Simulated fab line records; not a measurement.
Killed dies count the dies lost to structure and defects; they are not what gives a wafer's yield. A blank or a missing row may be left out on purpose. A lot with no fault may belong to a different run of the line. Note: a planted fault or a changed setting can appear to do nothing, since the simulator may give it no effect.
A struck lot beside a sound one :: flow sky130 :: 16 out of 708 route steps
Sound: these wafers, L109.4, L109.5, L109.6. Wafers L113.1, L113.3, L113.5 were the ones struck. At the end, the cause is stated.
Order at every step that has rows: each side's tool, ch and its chambers, its first start. Under that, the readings that differ: sound wafers :: struck wafers :: difference of the means :: sigmas: that difference in standard deviations of wafers without a fault.
alike: a reading whose means differ by less than 2 such deviations, as well as words and numbers matching on both sides. not compared: withheld readings; readings where some wafer has no value; bounds like >300 that might hide an equal value; numbers whose values overlap and for which the record gives no deviation.
Wherever a step has rows on one side only, a row that says differs or no value, or a row with sigmas, the two part there. Non-overlapping numbers with no deviation appear without sigmas and do not part them. Lack of a reading on every wafer of one side parts them only where that side has two or more wafers.

first, 3 steps without rows for these wafers: SKY_LI_CONTACT_EXPOSE_09 (exposes mask LICM1, target cd 170 nm); SKY_LI_CONTACT_PEB_10; SKY_LI_CONTACT_DEVELOP_11 (develop time 60 s).
SKY_LI_CONTACT_CD_MEAS_12: target cd 170 nm.
  sound: cd_sem-01 at day 29 13:39; struck: cd_sem-01 at day 30 05:29
  alike: cd_nm
SKY_LI_CONTACT_OVL_MEAS_13:
  sound: overlay-01 at day 29 13:44; struck: overlay-02 at day 30 05:37
  alike: LI_CONTACT_OVL
SKY_LI_CONTACT_ETCH_14: etches BARC in N2/H2, stops on SiO2, time 45.9 s, target depth 60 nm.
  sound on rie_diel-04 ch 1,2, day 29 13:44; struck on rie_diel-04 ch 0,1,2, day 30 05:38
  alike: drypump_motor_current_A, oes_product_au, rf_fwd_power_W, throttle_valve_pct
  not compared: rf_hours_counter_h
SKY_LI_CONTACT_ETCH_15: etches PSG in C4F8/O2/Ar, stops on Si, target depth 600 nm.
  sound on rie_diel-04 ch 1,2, day 29 13:47; struck on rie_diel-04 ch 0,1,2, day 30 05:41
  alike: oes_product_au, rf_fwd_power_W
SKY_LI_CONTACT_STRIP_16: strips in O2/N2.
  sound on plasma_asher-03 ch 0,1, day 29 13:55; struck on plasma_asher-02 ch 0, day 30 05:46
reading: drypump_motor_current_A (A)
sound: 5.2 5.2 5.4
struck: 6.0 6.0 6.0
difference: +0.7
sigmas: +2
  alike: oes_product_au, strip_time_to_endpoint_s
  not compared: rf_hours_counter_h
then, 3 steps without rows for these wafers: SKY_LI_CONTACT_CLEAN_17 (cleans in NMP, time 600 s); SKY_LI_CONTACT_PRE_CLEAN_18 (time 5.6 s); SKY_LI_CONTACT_SPUTTER_19 (material Ti, target thk 20 nm, time 106.37 s).
SKY_LI_CONTACT_SPUTTER_20: material TiN, target thk 20 nm, time 80 s.
  sound: pvd_sputter-04 at day 29 14:14; struck: pvd_sputter-01 at day 30 06:08
  alike: chamber_pressure_pa, throttle_valve_pct
SKY_LI_CONTACT_CVD_21: deposits W, target thk 400 nm, time 120.56 s.
  sound on cvd_w-02 ch 0,1, day 29 14:21; struck on cvd_w-02 ch 1, day 30 06:12
reading: chamber_pressure_Torr (Torr)
sound: 40.05 40.10 39.95
struck: 31.18 31.23 31.18
difference: -8.84
sigmas: -99 or more

reading: model.W_of_LI_CONTACT_CVD_21.thk_nm (nm)
sound: 399.6 394.1 403.1
struck: 347.7 348.8 351.7
difference: -49.5
sigmas: 
  alike: heater_power_w
SKY_LI_CONTACT_RS_MEAS_22: a four-point-probe measurement.
  sound: film_metro-04 at day 29 14:29; struck: film_metro-04 at day 30 06:20
reading: LI_CONTACT_W_RS (ohm/sq)
sound: 0.2855 0.2897 0.2826
struck: 0.3279 0.3266 0.3250
difference: +0.0406
sigmas: +14
SKY_LI_CONTACT_THK_MEAS_23: measures by xrf.
  sound: film_metro-04 at day 29 14:35; struck: film_metro-04 at day 30 06:27
reading: LI_CONTACT_W_THK (nm)
sound: 403 396 406
struck: 348 351 354
difference: -51
sigmas: -9
SKY_LI_CONTACT_CMP_24: polishes, stops on PSG, t overpolish 20 s, target thk 0 nm.
  sound on cmp-01 ch 0,3, day 29 14:44; struck on cmp-02 ch 0,2,3, day 30 06:34
reading: time_to_endpoint_s (s)
sound: 102 98 104
struck: 85 85 82
difference: -17
sigmas: -4
  alike: motor_current_A

## WHERE THEY PART
At SKY_LI_CONTACT_STRIP_16 first; at SKY_LI_CONTACT_CMP_24 last (within this record only).

WHY: what had been put in by the simulator
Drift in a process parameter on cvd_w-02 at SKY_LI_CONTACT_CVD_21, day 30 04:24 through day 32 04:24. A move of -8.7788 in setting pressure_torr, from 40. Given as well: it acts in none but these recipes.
